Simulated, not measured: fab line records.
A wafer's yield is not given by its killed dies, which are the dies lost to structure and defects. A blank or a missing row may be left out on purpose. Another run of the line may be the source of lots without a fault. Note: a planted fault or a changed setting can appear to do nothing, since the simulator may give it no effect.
A lot that was struck, set against a sound lot | flow sky130 | 14 steps out of a route of 708
Sound: the wafers L619.1, L619.5, L619.6. Struck: wafers L623.4, L623.5, L623.6. At the end, the cause is stated.
Each step with rows lists, per side, the tool, then ch with its chambers, then its first start. Under that, the readings that differ: sound wafers | struck wafers | difference of the means | sigmas: that difference in standard deviations of wafers without a fault.
alike: same words and numbers on both sides, and readings whose means sit less than 2 such deviations apart. not compared: any withheld reading, any reading some wafer has no value for, any bound like >300 that may hide the same value, and any number with overlapping values for which the record gives no deviation.
Wherever a step has rows on one side only, a row that says differs or no value, or a row with sigmas, the two part there. Numbers that have no deviation but don't overlap get no sigmas and don't part them. A reading that every wafer of one side lacks parts them only if that side has two wafers or more.

SKY_CONTACT_THK_MEAS_01:
  struck on film-metro-03, day 33 04:21; sound on film-metro-02, day 32 09:54
  alike: CONTACT_CVD_00_THK
then, 1 step without rows for these wafers: SKY_CONTACT_HDPCVD_02 (deposits SiO2, target thk 565 nm, time 94.2 s).
SKY_CONTACT_THK_MEAS_03:
  struck on film-metro-04, day 33 04:29; sound on film-metro-03, day 32 10:01
  alike: CONTACT_HDPCVD_THK
SKY_CONTACT_CMP_04: polishes SiO2.
  sound on cmp-01 ch 0,1, day 32 10:05; struck on cmp-02 ch 0,2,3, day 33 04:37
  reading                | sound    | struck   | difference | sigmas
  time-to-endpoint-s (s) | 73 77 69 | 83 91 88 | +14        | +2
  alike: edge-zone-pressure-frac, motor-current-A
SKY_CONTACT_BOW_MEAS_05:
  struck on film-metro-02, day 33 04:52; sound on film-metro-03, day 32 10:23
  alike: CONTACT_BOW
then, 7 steps without rows for these wafers: SKY_CONTACT_DEHYDRATE_06 (time 60 s); SKY_CONTACT_HMDS_07 (prime time 60 s); SKY_CONTACT_COAT_08 (resist thk 60 nm); SKY_CONTACT_COAT_09 (resist thk 450 nm); SKY_CONTACT_SOFTBAKE_10 (time 90 s); SKY_CONTACT_EXPOSE_11 (exposes mask CTM1, target cd 170 nm); SKY_CONTACT_PEB_12.
SKY_CONTACT_DEVELOP_13: develop time 60 s.
  struck on litho-track-04, day 34 06:00; sound on litho-track-02 ch 0, day 33 13:00
  no value came back on the struck wafers for chill-plate-temp-C (C), develop-time-s (s); on the sound wafers chill-plate-temp-C (C) reads 22.96 23.06 23.03
  reading                                        | sound             | struck            | difference | sigmas
  model.KrF-thick_of_CONTACT_COAT_09.thk-nm (nm) | 436.4 435.7 436.2 | 453.3 452.4 451.2 | +16.2      |
SKY_CONTACT_CD_MEAS_14: target cd 170 nm.
  struck on cd-sem-01, day 34 06:13; sound on cd-sem-02, day 33 13:16
  reading    | sound             | struck | difference                    | sigmas
  cd-nm (nm) | 170.9 170.3 170.5 | - - -  | no value on the struck wafers |

## WHERE THEY PART
Last at SKY_CONTACT_CD_MEAS_14 as far as this record goes, first at SKY_CONTACT_CMP_04.

WHY: whatever the simulator had introduced
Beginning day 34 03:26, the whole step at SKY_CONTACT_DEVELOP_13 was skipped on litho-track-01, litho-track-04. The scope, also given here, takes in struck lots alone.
